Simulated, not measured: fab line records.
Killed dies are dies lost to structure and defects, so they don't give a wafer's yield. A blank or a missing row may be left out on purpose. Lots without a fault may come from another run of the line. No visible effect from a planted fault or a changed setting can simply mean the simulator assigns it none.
8D (eight disciplines) problem report, filled in by code :: flow sky130 :: the parts of the form that need people (team, actions taken, sign-off) are left out

1. WHAT IS WRONG
Wafers with no fault read 25 with a standard deviation of 5.4, whereas killedAtContacts at SKY_PAD_OPEN_PROBE_99 reads a mean of 434 on 1 wafer of 1 lot. That puts it +76 standard deviations away from the usual mean.
Earliest sighting: wafer L837.1 on prober-01 at day 51 08:35. The record holds 11 wafers of 4 lots with a number at this step. Rule for "out", or "out of limits": more than 4 standard deviations from the usual mean. All remaining wafers that have a number are taken as sound.

2. WHAT IT IS, AND WHAT IT ISN'T
question: which readings at this step
is: killedAtContacts, killedDies, killedOnRim
is not: killed_at_M0_to_M3, killed_at_M4_up, killedAtFrontEnd, killedAtOther, killedOpen, killedShort

question: which lots
is: L837
is not: L820, L824, L832

question: which wafers of those lots
is: L837.1
is not: L837.2

question: read on which tools
is: prober-01
is not: prober-02

question: when
is: from day 51 08:35
is not: up to then (9 sound wafers); but 1 sound wafer of L837 came after

3. SUSPECTS, AND WHAT RULES EACH OUT
Counting: if a tool at a process step up to the reading ran every lot that is out, it stays a suspect. Sound lots after the first of them don't rule it out here, since some wafers of a struck lot are sound.
- pvdSputter-04 at SKY_LI_CONTACT_SPUTTER_20 (material TiN, target thk 20 nm, time 80 s): kept. The lot that is out, L837, ran on it at day 36 12:34; the last sound lot it ran before that was L832, at day 34 17:13.
- pvdSputter-03 at SKY_METAL4_SPUTTER_03 (material Ti, target thk 5 nm, time 3.3 s): kept. The lot that is out, L837, ran on it at day 46 13:04; the last sound lot it ran before that was L824, at day 42 13:37.
- plasmaAsher-03 at SKY_PASSIVATION_STRIP_12 (strips in O2/N2): kept. It ran the lot that is out, L837 (day 50 16:04).
- prober-01 at SKY_PAD_OPEN_PROBE_99: kept. It ran the lot that is out, L837 (day 51 08:35). Out on those wafers are its own readings of killedAtContacts, killedDies, killedOnRim.
Left after counting: pvdSputter-04 at SKY_LI_CONTACT_SPUTTER_20, pvdSputter-03 at SKY_METAL4_SPUTTER_03, plasmaAsher-03 at SKY_PASSIVATION_STRIP_12, prober-01 at SKY_PAD_OPEN_PROBE_99.

4. THE CAUSE (what the simulator had put in)
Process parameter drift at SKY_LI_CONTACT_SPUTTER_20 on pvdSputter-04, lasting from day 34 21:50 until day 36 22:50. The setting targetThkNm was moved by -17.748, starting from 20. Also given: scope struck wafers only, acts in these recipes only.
Counting leaves 4 suspects; this tool is one of them.

5. THE EFFECT CHAIN, in route order
One row per reading whose mean, taken over the struck wafers that have a number, lies over 3 standard deviations from the usual. Scope: only readings with a usual standard deviation given in the record; hours: median across lots of the time from each lot's start at the first step in this table that gives one to its start at this step; sigmas: change in usual standard deviations.
hours: 0
step: SKY_PAD_OPEN_PROBE_99
reading: killedAtContacts
usual: 25
on struck wafers: 434
change: +409
sigmas: +76

hours: 0
step: SKY_PAD_OPEN_PROBE_99
reading: killedDies
usual: 87
on struck wafers: 492
change: +405
sigmas: +47

hours: 0
step: SKY_PAD_OPEN_PROBE_99
reading: killedOnRim
usual: 17
on struck wafers: 96
change: +79
sigmas: +23
Here are the process steps it includes:
- SKY_PAD_OPEN_PROBE_99

6. WHAT WOULD HAVE CAUGHT IT SOONER
The fault began at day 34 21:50; the first out-of-limits reading in this record came at day 51 08:35, 395 hours later.
An alarm limit of 4 standard deviations would not have fired on the tool readings at SKY_LI_CONTACT_SPUTTER_20 for which the record gives a usual standard deviation, since none of them was out on any struck wafer.
By day 51 08:35, every lot that is out (1) had started SKY_LI_CONTACT_SPUTTER_20 on pvdSputter-04. None of them would have been spared by holding the tool at that moment.
